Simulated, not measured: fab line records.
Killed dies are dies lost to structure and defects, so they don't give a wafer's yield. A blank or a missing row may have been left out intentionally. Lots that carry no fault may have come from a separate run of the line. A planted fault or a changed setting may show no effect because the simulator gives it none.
Split-lot trial || flow sky130 || route with 708 steps; 5 lots, 23 wafers read

== THE SPLIT ==
At SKY_VT_ADJUST_NCORE_IMPLANT_09, the setting energyKev was moved away from the recipe's 10 on 9 of the 23 wafers read, by -3.7% to +4.7%. All remaining wafers had this setting at the recipe value.

The reading comes from the split's own step.

== THE READING ==
implant.drpNm (the simulator's own value, which no gauge read), in nm, at SKY_VT_ADJUST_NCORE_IMPLANT_09. There is no usual value for it anywhere in the file.

{"wafer": "L074.1", "tool, chamber at the split": "implanter-04, 0", "energyKev as run": 10, "against the recipe": "recipe", "implant.drpNm, nm": 17.11, "against lot-mates on the recipe": "-"}
{"wafer": "L074.4", "tool, chamber at the split": "implanter-04, 0", "energyKev as run": 10, "against the recipe": "recipe", "implant.drpNm, nm": 17.11, "against lot-mates on the recipe": "-"}
{"wafer": "L074.6", "tool, chamber at the split": "implanter-04, 0", "energyKev as run": 10, "against the recipe": "recipe", "implant.drpNm, nm": 17.11, "against lot-mates on the recipe": "-"}
{"wafer": "L077.1", "tool, chamber at the split": "implanter-02, 0", "energyKev as run": 10, "against the recipe": "recipe", "implant.drpNm, nm": 17.11, "against lot-mates on the recipe": "-"}
{"wafer": "L077.2", "tool, chamber at the split": "implanter-02, 0", "energyKev as run": 10, "against the recipe": "recipe", "implant.drpNm, nm": 17.11, "against lot-mates on the recipe": "-"}
{"wafer": "L077.5", "tool, chamber at the split": "implanter-02, 0", "energyKev as run": 10, "against the recipe": "recipe", "implant.drpNm, nm": 17.11, "against lot-mates on the recipe": "-"}
{"wafer": "L077.3", "tool, chamber at the split": "implanter-02, 0", "energyKev as run": 10.47, "against the recipe": "+4.7%", "implant.drpNm, nm": 17.67, "against lot-mates on the recipe": "+0.56"}
{"wafer": "L077.4", "tool, chamber at the split": "implanter-02, 0", "energyKev as run": 10.47, "against the recipe": "+4.7%", "implant.drpNm, nm": 17.67, "against lot-mates on the recipe": "+0.56"}
{"wafer": "L081.1", "tool, chamber at the split": "implanter-03, 0", "energyKev as run": 9.634, "against the recipe": "-3.7%", "implant.drpNm, nm": 16.67, "against lot-mates on the recipe": -0.44}
{"wafer": "L081.4", "tool, chamber at the split": "implanter-03, 0", "energyKev as run": 9.634, "against the recipe": "-3.7%", "implant.drpNm, nm": 16.67, "against lot-mates on the recipe": -0.44}
{"wafer": "L081.6", "tool, chamber at the split": "implanter-03, 0", "energyKev as run": 9.634, "against the recipe": "-3.7%", "implant.drpNm, nm": 16.67, "against lot-mates on the recipe": -0.44}
{"wafer": "L081.2", "tool, chamber at the split": "implanter-03, 0", "energyKev as run": 10, "against the recipe": "recipe", "implant.drpNm, nm": 17.11, "against lot-mates on the recipe": "-"}
{"wafer": "L081.5", "tool, chamber at the split": "implanter-03, 0", "energyKev as run": 10, "against the recipe": "recipe", "implant.drpNm, nm": 17.11, "against lot-mates on the recipe": "-"}
{"wafer": "L082.1", "tool, chamber at the split": "implanter-04, 0", "energyKev as run": 10.35, "against the recipe": "+3.5%", "implant.drpNm, nm": 17.53, "against lot-mates on the recipe": "+0.42"}
{"wafer": "L082.2", "tool, chamber at the split": "implanter-04, 0", "energyKev as run": 10.35, "against the recipe": "+3.5%", "implant.drpNm, nm": 17.53, "against lot-mates on the recipe": "+0.42"}
{"wafer": "L082.3", "tool, chamber at the split": "implanter-04, 0", "energyKev as run": 10, "against the recipe": "recipe", "implant.drpNm, nm": 17.11, "against lot-mates on the recipe": "-"}
{"wafer": "L082.4", "tool, chamber at the split": "implanter-04, 0", "energyKev as run": 10, "against the recipe": "recipe", "implant.drpNm, nm": 17.11, "against lot-mates on the recipe": "-"}
{"wafer": "L082.6", "tool, chamber at the split": "implanter-04, 0", "energyKev as run": 10, "against the recipe": "recipe", "implant.drpNm, nm": 17.11, "against lot-mates on the recipe": "-"}
{"wafer": "L084.1", "tool, chamber at the split": "implanter-04, 0", "energyKev as run": 10, "against the recipe": "recipe", "implant.drpNm, nm": 17.11, "against lot-mates on the recipe": "-"}
{"wafer": "L084.4", "tool, chamber at the split": "implanter-04, 0", "energyKev as run": 10, "against the recipe": "recipe", "implant.drpNm, nm": 17.11, "against lot-mates on the recipe": "-"}
{"wafer": "L084.5", "tool, chamber at the split": "implanter-04, 0", "energyKev as run": 10, "against the recipe": "recipe", "implant.drpNm, nm": 17.11, "against lot-mates on the recipe": "-"}
{"wafer": "L084.3", "tool, chamber at the split": "implanter-04, 0", "energyKev as run": 10.32, "against the recipe": "+3.2%", "implant.drpNm, nm": 17.49, "against lot-mates on the recipe": "+0.38"}
{"wafer": "L084.6", "tool, chamber at the split": "implanter-04, 0", "energyKev as run": 10.32, "against the recipe": "+3.2%", "implant.drpNm, nm": 17.49, "against lot-mates on the recipe": "+0.38"}

FIT RESULTS
A straight line over all 23 wafers: implant.drpNm changes by +0.12 nm for each +1% of energyKev; r = +1.00; the points scatter about the line by 0.0013 nm.
The same after taking each lot's own level away (the mean of its wafers on the recipe; 23 wafers): +0.12 nm for each +1%; r = +1.00; scatter 0.0013 nm.
Per that fit: largest energyKev move, reading shift of 0.56 nm.
The lots' own levels span 17.110 to 17.110 nm.
Consequently the slope shifts little with the lot-to-lot level, the two slopes agreeing.
Check: with one of the wafers moved furthest among these (+4.7%) left out of the fit, the line predicts +0.562 nm for it against its lot-mates. Against them it came out at +0.56 nm.

== THE WHOLE CHAIN: every reading that the file lists as answering this split, in the file's order ==
{"step": "SKY_VT_ADJUST_NCORE_IMPLANT_09", "what it does": "", "reading": "implant.rpNm (the simulator's own value, which no gauge read)", "change (the file's fit)": "+0.312 nm for each +1% of the setting", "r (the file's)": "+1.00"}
{"step": "SKY_VT_ADJUST_NCORE_IMPLANT_09", "what it does": "", "reading": "implant.drpNm (the simulator's own value, which no gauge read)", "change (the file's fit)": "+0.119 nm for each +1% of the setting", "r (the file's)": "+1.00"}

== FILE'S OWN FIT ==
implant.drpNm changes by +0.119 nm for each +1% of energyKev, r = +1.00.
